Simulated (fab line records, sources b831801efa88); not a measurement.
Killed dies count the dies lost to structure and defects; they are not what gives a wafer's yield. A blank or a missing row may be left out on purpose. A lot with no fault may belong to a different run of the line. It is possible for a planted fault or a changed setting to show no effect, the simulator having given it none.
Check for tools in common    flow sky130    36 wafers sampled across 12 lots

== THE REASON FOR OPENING IT ==
At SKY_NWELL_TW_MEAS_26 the reading NWELL_2_TW is flagged on 2 of 12 lots. No-fault wafers: 498.5, standard deviation 2.3.
Rule: a lot is flagged in two cases, either no wafer of it has a number, or all its wafers with numbers fall more than 4 standard deviations from that mean. The rest of the lots are taken to be sound.

lot   measured      on             NWELL_2_TW, wafer by wafer  flag
L484  day 5 15:13   film_metro-01  498.3 497.0 498.3           
L485  day 5 19:50   film_metro-02  501.2 497.1 499.8           
L488  day 6 16:01   film_metro-01  497.9 499.0 494.4           
L489  day 6 20:56   film_metro-01  499.6 493.3 500.4           
L490  day 7 00:41   film_metro-03  497.5 498.3 498.0           
L491  day 7 05:44   film_metro-01  497.2 498.6 502.1           
L493  day 7 18:44   film_metro-03  496.4 497.6 498.7           
L494  day 8 01:26   film_metro-03  499.7 496.5 497.9           
L495  day 8 04:23   film_metro-01  495.2 500.8 497.5           
L502  day 10 02:54  film_metro-02  622.0 622.1 619.3           FLAGGED
L503  day 10 09:54  film_metro-01  621.2 622.9 622.5           FLAGGED
L506  day 11 03:08  film_metro-03  497.9 498.0 499.7           
Average over the flagged lots: 621.7; offset from the usual +123.2, equal to +54 standard deviations.

== WHICH TOOL EACH LOT WENT THROUGH ==
The record keeps 1 process step preceding the reading, out of 708 steps on the route. Each cell gives the tool, then ch followed by the chambers the sampled wafers passed through, then the start.
lot   flag     SKY_NWELL_IMPLANT_24
L484           implanter-04 ch 0, day 5 14:58
L485           implanter-03 ch 0, day 5 19:35
L488           implanter-03 ch 0, day 6 15:46
L489           implanter-03 ch 0, day 6 20:41
L490           implanter-02 ch 0, day 7 00:26
L491           implanter-02 ch 0, day 7 05:31
L493           implanter-04 ch 0, day 7 18:29
L494           implanter-02 ch 0, day 8 01:11
L495           implanter-03 ch 0, day 8 04:10
L502  FLAGGED  implanter-04 ch 0, day 10 02:21
L503  FLAGGED  implanter-04 ch 0, day 10 09:20
L506           implanter-03 ch 0, day 11 02:54
What the steps here do:
- SKY_NWELL_IMPLANT_24
- SKY_NWELL_TW_MEAS_26

== FLAGGED AGAINST TOTAL, ONE TOOL AT A TIME (gauges that did the reading follow at the end) ==
step                  tool           lots run  flagged  share of the flagged lots  sound lots run after its first flagged lot
SKY_NWELL_IMPLANT_24  implanter-02   3         0        none                       -
SKY_NWELL_IMPLANT_24  implanter-03   5         0        none                       -
SKY_NWELL_IMPLANT_24  implanter-04   4         2        all                        0
SKY_NWELL_TW_MEAS_26  film_metro-01  6         1        some                       0
SKY_NWELL_TW_MEAS_26  film_metro-02  2         1        some                       0
SKY_NWELL_TW_MEAS_26  film_metro-03  4         0        none                       -

== WHAT THE TABLE PERMITS ==
Rows of the table that ran each flagged lot: 1, that is implanter-04 at SKY_NWELL_IMPLANT_24.
- implanter-04 at SKY_NWELL_IMPLANT_24: 2 of its 4 lots flagged. A fault beginning between L493 (day 7 18:29), its last sound lot, and L502 (day 10 02:21), its first flagged one, fits the data.
Just one tool remains: implanter-04 at SKY_NWELL_IMPLANT_24.

== WHAT HAD BEEN PUT IN BY THE SIMULATOR ==
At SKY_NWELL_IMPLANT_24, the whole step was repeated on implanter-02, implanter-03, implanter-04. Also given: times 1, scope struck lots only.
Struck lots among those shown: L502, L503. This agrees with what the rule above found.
